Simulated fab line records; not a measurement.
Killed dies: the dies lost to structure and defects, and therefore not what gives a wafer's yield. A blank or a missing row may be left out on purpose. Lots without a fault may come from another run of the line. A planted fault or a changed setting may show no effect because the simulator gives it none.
The same fault as seen by 2 desks + flow sky130 + only its own numbers are on each desk; what lay behind them is given at the end

== DESK OF THE TOOL OWNER: lpcvd-02 ==
The tool's own readings at SKY_POLY_GATE_CVD_03 (deposits Si3N4 from DCS/NH3, target thk 75 nm, time 1290 s): means of the sampled wafers that have a number, for each lot that ran on this tool. The brackets show how far a lot's mean lies from the usual mean; more than 4 standard deviations puts the lot out of limits, marked OUT.
Columns: A = spikeTcLowerC at SKY_POLY_GATE_CVD_03, usual 770.5 C; B = zonePowerUpperPct at SKY_POLY_GATE_CVD_03, usual 13.4 %
| lot  | first seen here | A     | B    |
|------|-----------------|-------|------|
| L503 | day 15 03:42    | 768.1 | 13.9 |
| L505 | day 15 19:40    | 771.2 | 13.0 |
| L506 | day 16 04:18    | 770.8 | 12.9 |
| L508 | day 16 19:42    | 768.4 | 13.9 |
| L509 | day 17 06:46    | 770.0 | 14.0 |
| L516 | day 19 18:01    | 771.5 | 13.0 |
| L523 | day 22 13:35    | 770.9 | 12.8 |
| L524 | day 22 15:06    | 769.7 | 14.0 |
| L525 | day 23 00:59    | 770.5 | 13.1 |
| L526 | day 23 05:38    | 771.1 | 13.0 |
This desk found nothing out of limits on any of the 10 lots.

== THE METROLOGY DESK ==
Means of the sampled wafers that have a number, per lot and without regard to the tool the lot ran on: this is what the gauges read. The brackets show how far a lot's mean lies from the usual mean; more than 4 standard deviations puts the lot out of limits, marked OUT.
Columns: A = cdNm at SKY_SONOS_TUNNEL_CD_MEAS_07, usual 410.0 nm; B = SONOS_ONO_CVD_02_THK at SKY_SONOS_ONO_THK_MEAS_03, usual 10.64 nm; C = SONOS_ONO_OVL at SKY_SONOS_ONO_OVL_MEAS_14, usual -0.7 nm; D = POLY_GATE_CVD_03_THK at SKY_POLY_GATE_THK_MEAS_04, usual 75.8 nm
| lot  | first seen here | A     | B     | C    | D              |
|------|-----------------|-------|-------|------|----------------|
| L503 | day 11 03:29    | 410.9 | 10.59 | -1.1 | 75.8           |
| L505 | day 11 21:22    | 412.0 | 10.68 | -0.8 | 76.3           |
| L506 | day 12 05:10    | 408.3 | 10.47 | -1.5 | 76.6           |
| L508 | day 12 21:34    | 407.0 | 10.55 | 1.7  | 54.1 (-29) OUT |
| L509 | day 13 04:18    | 410.5 | 10.61 | -0.3 | 52.7 (-30) OUT |
| L516 | day 15 12:13    | 406.8 | 10.74 | 0.1  | 74.8           |
| L523 | day 18 05:20    | 411.3 | 10.59 | -2.4 | 76.4           |
| L524 | day 18 05:51    | 413.7 | 10.63 | -2.5 | 76.0           |
| L525 | day 18 17:39    | 408.5 | 10.60 | -1.0 | 76.7           |
| L526 | day 18 22:57    | 408.6 | 10.51 | -2.8 | 75.9           |
Finding of this desk: L508, L509 out of limits, first seen on L508 at day 16 21:04 (POLY_GATE_CVD_03_THK at SKY_POLY_GATE_THK_MEAS_04). Within limits: L503, L505, L506, L516, L523, L524, L525, L526.

== TAKEN TOGETHER ==
Metrology desk: alarm possible at day 16 21:04 on L508, L509.
The tool owner's desk saw nothing out of limits.
Tool owner's desk: L508, L509 on record, inside its limits.
Of the lots named, all ran SKY_POLY_GATE_CVD_03 on lpcvd-02.

== WHAT THE SIMULATOR HAD PUT IN ==
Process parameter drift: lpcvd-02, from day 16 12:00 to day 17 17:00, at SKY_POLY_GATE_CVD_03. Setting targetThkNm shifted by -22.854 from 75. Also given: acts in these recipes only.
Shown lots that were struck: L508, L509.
Hours from the fault's start to each desk's first reading out of limits: the metrology desk, 9.
